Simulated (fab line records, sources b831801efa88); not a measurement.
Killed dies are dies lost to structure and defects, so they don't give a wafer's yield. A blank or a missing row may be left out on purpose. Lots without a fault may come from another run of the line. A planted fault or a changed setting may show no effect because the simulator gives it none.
A struck lot beside a sound one | flow sky130 | 43 steps out of a route of 708
Sound: wafers L342.2, L342.3, L342.6. Struck: wafer L348.6. (L348.1, L348.4 of the same lot were not struck and are left out.) The cause comes at the end.
At each step with rows: each side's tool, then ch and its chambers, then its first start. Under that, the readings that differ: sound wafers | struck wafers | difference of the means | sigmas: that difference in standard deviations of wafers without a fault.
alike: readings whose means differ by less than 2 such deviations, and words and numbers that are the same on both sides. not compared: withheld readings, readings that some wafer has no value for, bounds like >300 that may hide the same value, and numbers for which the record gives no deviation and whose values overlap.
The two part at a step that has a row with sigmas, a row that says differs or no value, or rows on one side only. Numbers that don't overlap but have no deviation are shown without sigmas and don't part them. A reading that every wafer of one side lacks parts them only if that side has two wafers or more.

first, 1 step without rows for these wafers: SKY_VT_ADJUST_PCH_IMPLANT_08.
SKY_VT_ADJUST_PCH_STRIP_09: strips in O2/N2.
  sound on plasma_asher-03 ch 0,1, day 10 13:22; struck on plasma_asher-03 ch 0, day 12 19:52
  alike: drypump_motor_current_A, oes_product_au, strip_time_to_endpoint_s
  not compared: rf_hours_counter_h
SKY_VT_ADJUST_PCH_TW_MEAS_10:
  sound on film_metro-03, day 10 13:28; struck on film_metro-04, day 12 19:58
  alike: VT_ADJUST_PCH_TW
then, 7 steps without rows for these wafers: SKY_SONOS_TUNNEL_DEHYDRATE_00 (time 60 s); SKY_SONOS_TUNNEL_HMDS_01 (prime time 60 s); SKY_SONOS_TUNNEL_COAT_02 (resist thk 1140 nm); SKY_SONOS_TUNNEL_SOFTBAKE_03 (time 60 s); SKY_SONOS_TUNNEL_EXPOSE_04 (exposes mask TUNM, target cd 410 nm); SKY_SONOS_TUNNEL_PEB_05; SKY_SONOS_TUNNEL_DEVELOP_06 (develop time 60 s).
SKY_SONOS_TUNNEL_CD_MEAS_07: target cd 410 nm.
  sound on cd_sem-02, day 11 12:20; struck on cd_sem-02, day 13 19:40
  alike: cd_nm
SKY_SONOS_TUNNEL_OVL_MEAS_08:
  sound on overlay-01, day 11 12:26; struck on overlay-01, day 13 19:47
  alike: SONOS_TUNNEL_OVL
SKY_SONOS_TUNNEL_IMPLANT_09:
  sound on implanter-01 ch 0, day 11 12:30; struck on implanter-02 ch 0, day 13 19:49
  alike: faraday_current_uA
then, 2 steps without rows for these wafers: SKY_SONOS_TUNNEL_WET_ETCH_10 (etches SiO2 in dHF, target depth 14 nm, time 280 s); SKY_SONOS_TUNNEL_STRIP_11 (strips in SPM, time 600 s).
SKY_SONOS_TUNNEL_TW_MEAS_12:
  sound on film_metro-02, day 11 12:55; struck on film_metro-03, day 13 20:17
  reading         | sound             | struck | difference | sigmas
  SONOS_TUNNEL_TW | 198.6 198.7 199.4 | 195.4  | -3.5       | -2
then, 2 steps without rows for these wafers: SKY_SONOS_TUNNEL_CLEAN_13 (cleans in dHF, time 20 s); SKY_SONOS_ONO_OXIDATION_00 (stabilise 600 s, purge 300 s, target thk 2.6 nm).
SKY_SONOS_ONO_THK_MEAS_01:
  sound on film_metro-02, day 11 18:23; struck on film_metro-04, day 14 01:29
  reading                      | sound          | struck | difference | sigmas
  SONOS_ONO_OXIDATION_THK (nm) | 2.54 2.53 2.51 | 2.69   | +0.16      | +3
then, 1 step without rows for these wafers: SKY_SONOS_ONO_CVD_02 (deposits Si3N4 from DCS/NH3, target thk 10.5 nm, time 180 s).
SKY_SONOS_ONO_THK_MEAS_03:
  sound on film_metro-02, day 12 00:46; struck on film_metro-04, day 14 03:12
  alike: SONOS_ONO_CVD_02_THK
then, 1 step without rows for these wafers: SKY_SONOS_ONO_CVD_04 (deposits SiO2 from SiH4/N2O, target thk 5.7199 nm).
SKY_SONOS_ONO_THK_MEAS_05:
  sound on film_metro-02, day 12 02:05; struck on film_metro-02, day 14 05:08
  alike: SONOS_ONO_CVD_04_THK
then, 7 steps without rows for these wafers: SKY_SONOS_ONO_DEHYDRATE_06 (time 60 s); SKY_SONOS_ONO_HMDS_07 (prime time 60 s); SKY_SONOS_ONO_COAT_08 (resist thk 1140 nm); SKY_SONOS_ONO_SOFTBAKE_09 (time 60 s); SKY_SONOS_ONO_EXPOSE_10 (exposes mask ONOM, target cd 410 nm); SKY_SONOS_ONO_PEB_11; SKY_SONOS_ONO_DEVELOP_12 (develop time 60 s).
SKY_SONOS_ONO_CD_MEAS_13: target cd 410 nm.
  sound on cd_sem-01, day 13 02:58; struck on cd_sem-02, day 15 07:46
  alike: cd_nm
SKY_SONOS_ONO_OVL_MEAS_14:
  sound on overlay-02, day 13 03:05; struck on overlay-01, day 15 07:53
  alike: SONOS_ONO_OVL
SKY_SONOS_ONO_ETCH_15: etches the open film in CHF3/O2, target depth 19.52 nm, time 7.8 s.
  sound on rie_diel-03 ch 1,2, day 13 03:07; struck on rie_diel-02 ch 0, day 15 07:56
  reading                     | sound       | struck | difference | sigmas
  drypump_motor_current_A (A) | 6.3 6.0 6.3 | 5.1    | -1.1       | -2
  alike: chf3_flow_sccm, oes_product_au, throttle_valve_pct
  not compared: rf_hours_counter_h
then, 1 step without rows for these wafers: SKY_SONOS_ONO_WET_ETCH_16 (etches SiO2 in dHF, target depth 14 nm, time 280 s).
SKY_SONOS_ONO_STRIP_17: strips in O2/N2.
  sound on plasma_asher-03 ch 0,1, day 13 03:13; struck on plasma_asher-01 ch 0, day 15 08:02
  alike: drypump_motor_current_A, oes_product_au, strip_time_to_endpoint_s
  not compared: rf_hours_counter_h
then, 3 steps without rows for these wafers: SKY_SONOS_ONO_WET_ETCH_18 (etches Si3N4 in H3PO4, target depth 15 nm, time 172 s); SKY_GATE_OXIDE_CLEAN_00 (cleans in SC1/SC2, time 150 s); SKY_GATE_OXIDE_OXIDATION_01 (stabilise 600 s, purge 300 s, target thk 10.268 nm).
SKY_GATE_OXIDE_THK_MEAS_02:
  sound on film_metro-03, day 13 05:03; struck on film_metro-01, day 15 12:10
  reading                          | sound             | struck | difference | sigmas
  GATE_OXIDE_OXIDATION_00_THK (nm) | 10.05 10.08 10.31 | 10.51  | +0.36      | +2
then, 3 steps without rows for these wafers: SKY_GATE_OXIDE_DEHYDRATE_03 (time 60 s); SKY_GATE_OXIDE_HMDS_04 (prime time 60 s); SKY_GATE_OXIDE_COAT_05 (resist thk 1140 nm).
-- the record jumps here: 32 days lie between the struck wafers' starts before and after (it left off in module GATE_OXIDE and takes up again in module PAD_OPEN, whose first step shown is number 708 of the route) --
SKY_PAD_OPEN_PROBE_99:
  sound on prober-02, day 45 17:13; struck on prober-02, day 47 17:44
  reading                               | sound      | struck | difference | sigmas
  killed_open                           | 45 52      | 30     | -18        | -3
  model.etest.tip_sonos.rs_ohm_sq_range | 59.02 34.4 | 60.66  | +13.95     |
  alike: killed_at_M0_to_M3, killed_at_M4_up, killed_at_contacts, killed_at_front_end, killed_at_other, killed_dies, killed_short

WHERE THEY PART
First at SKY_SONOS_TUNNEL_TW_MEAS_12; last, within this record, at SKY_PAD_OPEN_PROBE_99.

WHY: what the simulator had put in
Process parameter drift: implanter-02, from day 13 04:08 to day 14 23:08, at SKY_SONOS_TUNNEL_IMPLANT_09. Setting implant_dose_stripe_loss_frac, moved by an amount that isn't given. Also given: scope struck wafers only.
